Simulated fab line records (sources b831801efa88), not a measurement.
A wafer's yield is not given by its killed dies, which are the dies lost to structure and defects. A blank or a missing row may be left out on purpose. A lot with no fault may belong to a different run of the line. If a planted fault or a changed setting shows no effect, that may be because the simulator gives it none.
fab line records | flow gf180mcu
record lots=14 wafers=42 last-day=34
route steps=602 shown VT_IMPLANT@119 HV_LDD@231
lots with no fault: from the same line, run without faults
start-h: hours from the record's first day to the start of the lot's first wafer shown | wait-h: hours from the lot's prior step to this one | " same as the row above | L1.1+2: several wafers, shown together as one row | - no value, or no start was given | * or withheld: withheld | < > ~ a bound
route shown NAME@n: names a module that has steps shown in the file, with the first one's number in the route | usual: mean/standard deviation taken from wafers without a fault | same: alike in all rows | chamber/n: place in a boat | sites: per-site readings | _std_site: standard deviation of those values | _edge_site: the outer-site mean with the inner-site mean subtracted | radius-mm: how far each site lies from the wafer's centre | mask NAME#n: copy n | behind: the most recent tool/chamber to have shaped the wafer | hold: reason for holding the lot/hours on hold/outcome of the hold | device: which transistor (n, p or np) failed to switch | end of line: the tests these same wafers got at the end of their route | a step with no rows: only its recipe | killed: dies that structure and defects cost at the first sort, which is not the same as the wafer's yield | map: a wafer's dies, x killed, . not, _ none there
set.NAME: the setting that was run; set.NAME@STEP: the one run at that earlier step | model.NAME: the simulator's own value behind a step, which no gauge read
route steps across a sampled set of lots; one table per step, one row per wafer
services: a tool's chamber out of use, with start hour (start-h, from the record's first day; less than 0 if before it), hours out, and reason
## steps
# step GF_VT_IMPLANT_OVL_MEAS_29
# usual VT_IMPLANT_02_OVL=-0.4/1.4
# columns lot.wafer tool chamber start-h wait-h VT_IMPLANT_02_OVL[nm]
L393.2 overlay-02 - 141.45 0.1 -0.5
L393.5 " - " " -1.4
L393.6 " - " " 0.1
L394.2 overlay-02 - 147.08 0.1 -0.9
L394.3 " - " " -0.4
L394.4 " - " " -1.4
L396.2 overlay-02 - 158.60 0.1 0.8
L396.5 " - " " 0.9
L396.6 " - " " 0.2
L397.1 overlay-02 - 165.29 0.1 1.7
L397.3 " - " " 0.2
L397.5 " - " " 0.9
L398.2 overlay-01 - 175.68 0.1 -1.2
L398.3 " - " " -0.6
L398.4 " - " " -0.8
L400.2 overlay-01 - 187.58 0.1 -4.4
L400.4 " - " " -3.1
L400.6 " - " " -2.9
L402.1 overlay-01 - 200.32 0.1 1.6
L402.2 " - " " -0.1
L402.6 " - " " 0.9
L403.3 overlay-01 - 213.56 0.1 0.6
L403.4 " - " " -0.6
L403.6 " - " " 0.3
L405.2 overlay-01 - 219.95 0.1 -1.5
L405.5 " - " " -2.0
L405.6 " - " " -0.5
L406.2 overlay-01 - 225.43 0.1 -0.7
L406.5 " - " " -1.6
L406.6 " - " " -1.9
L407.1 overlay-02 - 230.82 0.1 2.3
L407.3 " - " " 0.7
L407.5 " - " " 1.1
L410.1 overlay-01 - 250.24 0.1 0.1
L410.4 " - " " -1.1
L410.5 " - " " 0.1
L411.2 overlay-01 - 256.89 0.1 -1.7
L411.3 " - " " -0.8
L411.4 " - " " -1.5
L414.4 overlay-02 - 281.19 0.1 2.5
L414.5 " - " " -0.6
L414.6 " - " " -0.1
# step GF_VT_IMPLANT_OVL_MEAS_40
# usual VT_IMPLANT_03_OVL=-0.5/1.5
# columns lot.wafer tool chamber start-h wait-h VT_IMPLANT_03_OVL[nm]
L393.2 overlay-01 - 156.65 0.1 -4.0
L393.5 " - " " -4.8
L393.6 " - " " -4.0
L394.2 overlay-01 - 162.80 0.1 -3.6
L394.3 " - " " -2.7
L394.4 " - " " -1.4
L396.2 overlay-02 - 174.60 0.1 2.2
L396.5 " - " " -1.0
L396.6 " - " " -2.0
L397.1 overlay-01 - 181.34 0.1 -0.6
L397.3 " - " " 0.0
L397.5 " - " " 1.2
L398.2 overlay-02 - 191.93 0.1 -1.1
L398.3 " - " " 0.0
L398.4 " - " " 1.3
L400.2 overlay-02 - 204.90 0.1 0.8
L400.4 " - " " 0.7
L400.6 " - " " 0.4
L402.1 overlay-01 - 217.92 0.1 -0.7
L402.2 " - " " 0.5
L402.6 " - " " -1.2
L403.3 overlay-01 - 231.48 0.1 1.0
L403.4 " - " " 0.4
L403.6 " - " " -0.7
L405.2 overlay-02 - 238.04 0.1 1.0
L405.5 " - " " -0.9
L405.6 " - " " 0.9
L406.2 overlay-01 - 243.44 0.1 -1.3
L406.5 " - " " -0.6
L406.6 " - " " 0.4
L407.1 overlay-02 - 248.69 0.1 -1.7
L407.3 " - " " -0.5
L407.5 " - " " -1.7
L410.1 overlay-01 - 269.14 0.1 1.8
L410.4 " - " " 1.0
L410.5 " - " " 1.3
L411.2 overlay-02 - 276.34 0.1 -0.2
L411.3 " - " " 0.5
L411.4 " - " " -1.1
L414.4 overlay-01 - 300.91 0.1 -1.3
L414.5 " - " " 0.4
L414.6 " - " " -0.3
# step GF_VT_IMPLANT_IMPLANT_41
# recipe species=As energy-kev=70 dose-cm2=1.013e+12 tilt-deg=7
# usual dose-ions-cm2=1.0131e+12/1.1e+09 end-station-pressure-torr=4.97e-06/2.7e-07 faraday-current-uA=5.71/0.11
# columns lot.wafer tool chamber start-h wait-h dose-ions-cm2 end-station-pressure-torr faraday-current-uA
L393.2 implanter-01 0 156.70 0.0 1.0135e+12 5e-06 5.82
L393.5 " 0 " " 1.0133e+12 5.09e-06 5.64
L393.6 " 0 " " 1.0138e+12 5.39e-06 5.72
L394.2 implanter-01 0 162.85 0.0 1.0143e+12 4.82e-06 5.80
L394.3 " 0 " " 1.0139e+12 4.75e-06 5.62
L394.4 " 0 " " 1.0139e+12 5.2e-06 5.60
L396.2 implanter-01 0 174.65 0.0 1.0155e+12 5.01e-06 5.68
L396.5 " 0 " " 1.0131e+12 5.08e-06 5.58
L396.6 " 0 " " 1.0149e+12 4.97e-06 5.76
L397.1 implanter-01 0 181.38 0.0 1.0123e+12 4.73e-06 5.47
L397.3 " 0 " " 1.0131e+12 4.96e-06 5.92
L397.5 " 0 " " 1.0126e+12 5.36e-06 5.60
L398.2 implanter-01 0 191.98 0.0 1.013e+12 4.7e-06 5.71
L398.3 " 0 " " 1.0116e+12 4.55e-06 5.62
L398.4 " 0 " " 1.0113e+12 4.66e-06 5.64
L400.2 implanter-01 0 204.95 0.0 1.013e+12 4.82e-06 5.75
L400.4 " 0 " " 1.0117e+12 5.15e-06 5.68
L400.6 " 0 " " 1.0122e+12 5.18e-06 5.55
L402.1 implanter-04 0 217.96 0.0 1.0137e+12 5.08e-06 5.56
L402.2 " 0 " " 1.0116e+12 5.11e-06 5.59
L402.6 " 0 " " 1.0134e+12 4.86e-06 5.68
L403.3 implanter-01 0 231.56 0.1 1.0152e+12 4.56e-06 5.88
L403.4 " 0 " " 1.0136e+12 5.21e-06 5.67
L403.6 " 0 " " 1.0155e+12 4.93e-06 5.67
L405.2 implanter-02 0 238.10 0.0 1.0138e+12 5.15e-06 5.63
L405.5 " 0 " " 1.0117e+12 4.83e-06 5.68
L405.6 " 0 " " 1.0133e+12 4.86e-06 5.72
L406.2 implanter-01 0 243.50 0.0 1.0142e+12 4.83e-06 5.72
L406.5 " 0 " " 1.0133e+12 4.74e-06 5.57
L406.6 " 0 " " 1.014e+12 5.21e-06 5.62
L407.1 implanter-04 0 248.72 0.0 1.0136e+12 4.24e-06 5.73
L407.3 " 0 " " 1.0124e+12 5.35e-06 5.74
L407.5 " 0 " " 1.0127e+12 4.79e-06 5.76
L410.1 implanter-04 0 269.17 0.0 1.1368e+12 4.98e-06 6.28
L410.4 " 0 " " 1.1374e+12 4.69e-06 6.77
L410.5 " 0 " " 1.1361e+12 5.13e-06 6.47
L411.2 implanter-04 0 276.40 0.0 1.1349e+12 4.43e-06 6.49
L411.3 " 0 " " 1.1358e+12 5.35e-06 6.42
L411.4 " 0 " " 1.1359e+12 4.68e-06 6.39
L414.4 implanter-02 0 301.00 0.1 1.0121e+12 4.6e-06 5.69
L414.5 " 0 " " 1.0129e+12 4.64e-06 5.75
L414.6 " 0 " " 1.0136e+12 5.15e-06 5.61
# step GF_VT_IMPLANT_TW_MEAS_43
# usual VT_IMPLANT_4_TW=691/5
# columns lot.wafer tool chamber start-h wait-h VT_IMPLANT_4_TW
L393.2 film-metro-02 - 156.94 0.1 689
L393.5 " - " " 687
L393.6 " - " " 694
L394.2 film-metro-04 - 163.09 0.1 699
L394.3 " - " " 698
L394.4 " - " " 699
L396.2 film-metro-01 - 174.89 0.1 689
L396.5 " - " " 688
L396.6 " - " " 686
L397.1 film-metro-04 - 181.63 0.1 692
L397.3 " - " " 688
L397.5 " - " " 692
L398.2 film-metro-04 - 192.22 0.1 694
L398.3 " - " " 697
L398.4 " - " " 696
L400.2 film-metro-02 - 205.19 0.1 685
L400.4 " - " " 689
L400.6 " - " " 690
L402.1 film-metro-01 - 218.21 0.1 681
L402.2 " - " " 683
L402.6 " - " " 685
L403.3 film-metro-04 - 231.78 0.1 700
L403.4 " - " " 697
L403.6 " - " " 699
L405.2 film-metro-04 - 238.33 0.1 698
L405.5 " - " " 697
L405.6 " - " " 699
L406.2 film-metro-01 - 243.73 0.1 681
L406.5 " - " " 688
L406.6 " - " " 687
L407.1 film-metro-02 - 248.97 0.1 691
L407.3 " - " " 692
L407.5 " - " " 691
L410.1 film-metro-02 - 269.42 0.1 720
L410.4 " - " " 718
L410.5 " - " " 715
L411.2 film-metro-01 - 276.63 0.1 713
L411.3 " - " " 709
L411.4 " - " " 714
L414.4 film-metro-01 - 301.20 0.1 686
L414.5 " - " " 687
L414.6 " - " " 687
# step GF_HV_LDD_THK_MEAS_55
# recipe reads=SiO2_of_HV_LDD_CVD_54
# usual HV_LDD_CVD_54_THK=10.02/0.17
# columns lot.wafer tool chamber start-h wait-h HV_LDD_CVD_54_THK[nm]
L393.2 film-metro-02 - 273.93 0.0 10.10
L393.5 " - " " 10.10
L393.6 " - " " 10.04
L394.2 film-metro-02 - 280.32 0.0 9.87
L394.3 " - " " 9.81
L394.4 " - " " 9.74
L396.2 film-metro-04 - 293.64 0.0 10.00
L396.5 " - " " 9.85
L396.6 " - " " 9.97
L397.1 film-metro-03 - 304.44 0.0 10.03
L397.3 " - " " 9.99
L397.5 " - " " 10.09
L398.2 film-metro-02 - 317.93 0.0 10.39
L398.3 " - " " 10.31
L398.4 " - " " 10.45
L400.2 film-metro-04 - 332.79 0.0 10.20
L400.4 " - " " 10.17
L400.6 " - " " 10.22
L402.1 film-metro-04 - 345.38 0.0 9.97
L402.2 " - " " 10.17
L402.6 " - " " 10.05
L403.3 film-metro-04 - 362.13 0.0 10.14
L403.4 " - " " 10.13
L403.6 " - " " 10.03
L405.2 film-metro-03 - 369.82 0.0 10.08
L405.5 " - " " 10.07
L405.6 " - " " 9.90
L406.2 film-metro-02 - 377.53 0.0 9.95
L406.5 " - " " 9.82
L406.6 " - " " 9.92
L407.1 film-metro-02 - 386.06 0.0 9.80
L407.3 " - " " 9.85
L407.5 " - " " 9.74
L410.1 film-metro-02 - 406.92 0.0 10.01
L410.4 " - " " 10.08
L410.5 " - " " 10.03
L411.2 film-metro-03 - 417.12 0.0 9.84
L411.3 " - " " 10.02
L411.4 " - " " 10.00
L414.4 film-metro-03 - 445.00 0.0 10.08
L414.5 " - " " 9.96
L414.6 " - " " 10.12
## services
# columns tool chamber start-h hours kind
implanter-02 - 180.13 4.5 repair
implanter-02 - 207.89 2.3 repair
implanter-02 - 253.87 3.5 pm
implanter-01 - 256.28 2.3 repair
implanter-04 - 282.33 8.0 pm
## key
first-sign step=GF_VT_IMPLANT_IMPLANT_41 reading=dose-ions-cm2 direction=up sigmas=99+ usual=1.0131e+12 struck=1.1362e+12
effect step=GF_VT_IMPLANT_IMPLANT_41 reading=faraday-current-uA direction=up sigmas=6.7 usual=5.71 struck=6.47
effect step=GF_VT_IMPLANT_TW_MEAS_43 reading=VT_IMPLANT_4_TW direction=up sigmas=4.7 usual=691 struck=715
met-at GF_VT_IMPLANT_IMPLANT_41
struck-lots L410,L411
rows-end L411.2,L411.3,L411.4
tester-left-out L410
not-acting-at GF_VT_IMPLANT_OVL_MEAS_29,GF_VT_IMPLANT_OVL_MEAS_40,GF_HV_LDD_THK_MEAS_55
onset-between 248.72 269.17
fault kind=process-parameter-drift tool=implanter-04 chamber=- onset-h=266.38 steps=GF_VT_IMPLANT_IMPLANT_41 channel=dose-cm2 offset=1.2345e+11 shape=step end-h=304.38 acts-in=these-recipes-only stated=1.013e+12
# tester-left-out: of these lots the tester's yield and bins aren't shown, on N5 and GAA mostly nor the transistor test; their killed dies are dies lost to structure and defects alone, not to doping, threshold or leakage, so they don't give the yield
# rows-end: these wafers met a further fault down the route, and their rows from its step on are left out
